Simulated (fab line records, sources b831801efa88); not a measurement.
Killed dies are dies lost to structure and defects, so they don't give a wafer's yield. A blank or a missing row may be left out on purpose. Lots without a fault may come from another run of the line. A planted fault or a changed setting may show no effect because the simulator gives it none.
A struck lot beside a sound one | flow sky130 | 16 steps out of a route of 708
Sound: wafers L669.3, L669.5, L669.6. Struck: wafers L677.2, L677.5, L677.6. The cause comes at the end.
At each step with rows: each side's tool, then ch and its chambers, then its first start. Under that, the readings that differ: sound wafers | struck wafers | difference of the means | sigmas: that difference in standard deviations of wafers without a fault.
alike: readings whose means differ by less than 2 such deviations, and words and numbers that are the same on both sides. not compared: withheld readings, readings that some wafer has no value for, bounds like >300 that may hide the same value, and numbers for which the record gives no deviation and whose values overlap.
The two part at a step that has a row with sigmas, a row that says differs or no value, or rows on one side only. Numbers that don't overlap but have no deviation are shown without sigmas and don't part them. A reading that every wafer of one side lacks parts them only if that side has two wafers or more.

first, 5 steps without rows for these wafers: SKY_POLY_GATE_COAT_08 (resist thk 450 nm); SKY_POLY_GATE_SOFTBAKE_09 (time 90 s); SKY_POLY_GATE_EXPOSE_10 (exposes mask P1M, target cd 150 nm); SKY_POLY_GATE_PEB_11; SKY_POLY_GATE_DEVELOP_12 (develop time 60 s).
SKY_POLY_GATE_CD_MEAS_13: target cd 150 nm.
  sound on cd_sem-02, day 19 18:47; struck on cd_sem-01, day 22 18:47
  reading    | sound             | struck            | difference | sigmas
  cd_nm (nm) | 147.9 149.1 148.2 | 152.2 153.4 153.1 | +4.5       | +3
SKY_POLY_GATE_OVL_MEAS_14:
  sound on overlay-01, day 19 18:53; struck on overlay-01, day 22 18:53
  alike: POLY_GATE_OVL
SKY_POLY_GATE_ETCH_15: etches BARC in N2/H2, stops on SiO2, time 118.5 s, target depth 110 nm.
  sound on rie_diel-02 ch 0,1,2, day 19 18:54; struck on rie_diel-04 ch 1,3, day 22 18:55
  alike: drypump_motor_current_A, oes_product_au, throttle_valve_pct
  not compared: rf_hours_counter_h
SKY_POLY_GATE_ETCH_16: etches Si3N4 in CH3F/O2, stops on poly-Si, time 147.5 s, target depth 75 nm.
  sound on rie_diel-02 ch 0,1,2, day 19 18:59; struck on rie_diel-04 ch 1,3, day 22 18:59
  alike: drypump_motor_current_A, oes_product_au, throttle_valve_pct
  not compared: rf_hours_counter_h
SKY_POLY_GATE_ETCH_17: etches poly-Si in HBr/Cl2, stops on SiO2, target depth 180 nm, time 70.5 s.
  sound on rie_si-01 ch 0,3, day 19 19:05; struck on rie_si-01 ch 2,3, day 22 19:05
  alike: drypump_motor_current_A, mfc_cl2_sccm, oes_product_au, throttle_valve_pct
  not compared: rf_hours_counter_h
SKY_POLY_GATE_STRIP_18: strips in O2/N2.
  sound on plasma_asher-03 ch 0,1, day 19 19:10; struck on plasma_asher-02 ch 0,1, day 22 19:09
  alike: drypump_motor_current_A, oes_product_au, strip_time_to_endpoint_s
  not compared: rf_hours_counter_h
then, 1 step without rows for these wafers: SKY_POLY_GATE_CLEAN_19 (cleans in SC1/SC2, time 150 s).
SKY_POLY_GATE_OXIDATION_20: stabilise 600 s, purge 300 s, target thk 4 nm.
  sound on furnace-02 ch 0, day 19 19:58; struck on furnace-02 ch 0, day 22 19:18
  reading                                          | sound             | struck            | difference | sigmas
  spike_tc_bottom_C (C)                            | 863.1 864.3 863.9 | 894.3 894.4 896.3 | +31.2      | +16
  spike_tc_centre_C (C)                            | 849.1 850.0 849.2 | 882.8 880.8 881.7 | +32.3      | +33
  spike_tc_lower_C (C)                             | 851.2 851.1 849.0 | 881.1 881.7 882.4 | +31.3      | +28
  spike_tc_top_C (C)                               | 862.9 862.2 863.7 | 893.8 892.6 893.6 | +30.4      | +23
  spike_tc_upper_C (C)                             | 846.8 846.7 848.4 | 880.3 880.0 880.8 | +33.1      | +30
  zone_power_bottom_pct (%)                        | 26.6 26.5 26.4    | 28.8 28.5 28.8    | +2.2       | +7
  zone_power_upper_pct (%)                         | 16.4 16.4 16.1    | 17.3 17.6 17.5    | +1.2       | +4
  model.SiO2_of_POLY_GATE_OXIDATION_20.thk_nm (nm) | 4.04 4.017 4.015  | 5.81 5.719 5.805  | +1.75      |
SKY_POLY_GATE_THK_MEAS_21:
  sound on film_metro-03, day 19 21:14; struck on film_metro-03, day 22 20:47
  reading                      | sound          | struck         | difference | sigmas
  POLY_GATE_OXIDATION_THK (nm) | 4.02 4.01 4.00 | 5.77 5.72 5.77 | +1.74      | +24
  not compared: hold
SKY_POLY_GATE_CD_MEAS_22:
  sound on cd_sem-01, day 19 21:20; struck on cd_sem-01, day 22 23:35
  reading | sound | struck                                                                     | difference                   | sigmas
  hold    | - - - | await_dispo/2.7h/release await_dispo/2.7h/release await_dispo/2.7h/release | no value on the sound wafers |
  alike: cd_nm
-- the record jumps here: 27 days lie between the struck wafers' starts before and after (it left off in module POLY_GATE and takes up again in module PAD_OPEN, whose first step shown is number 708 of the route) --
SKY_PAD_OPEN_PROBE_99:
  sound on prober-01, day 48 03:45; struck on prober-01, day 50 01:23
  reading                           | sound             | struck            | difference | sigmas
  model.etest.tip_sonos.rs_ohm_sq   | 2709 2700 2702    | 2939 2954 3059    | +280       |
  model.etest.tip_p.rs_ohm_sq       | 6764 6707 6794    | 7066 7052 7064    | +306       |
  model.etest.pfet_01v8.r_on_ohm_um | 2788 2830 2776    | 2987 2981 3071    | +215       |
  model.etest.res_pdiff.line_ohm_um | 1365 1349 1370    | 1418 1403 1437    | +58        |
  model.etest.tip_n.rs_ohm_sq       | 447.4 444.9 447.1 | 483 477.3 480.7   | +34        |
  model.etest.res_ndiff.line_ohm_um | 760.4 764 762.7   | 800.8 803.2 796.3 | +37.7      |
  model.etest.res_pdiff.rs_ohm_sq   | 201.6 200.4 200.9 | 206.1 206.5 206   | +5.2       |
  alike: killed_at_M0_to_M3, killed_at_M4_up, killed_at_contacts, killed_at_front_end, killed_at_other, killed_dies, killed_on_rim, killed_open, killed_short
  not compared: model.etest.res_pdiff_hv.rs_ohm_sq

WHERE THEY PART
First at SKY_POLY_GATE_CD_MEAS_13; last, within this record, at SKY_POLY_GATE_CD_MEAS_22. Later steps at which nothing parts them and some readings are alike: SKY_PAD_OPEN_PROBE_99.

WHY: what the simulator had put in
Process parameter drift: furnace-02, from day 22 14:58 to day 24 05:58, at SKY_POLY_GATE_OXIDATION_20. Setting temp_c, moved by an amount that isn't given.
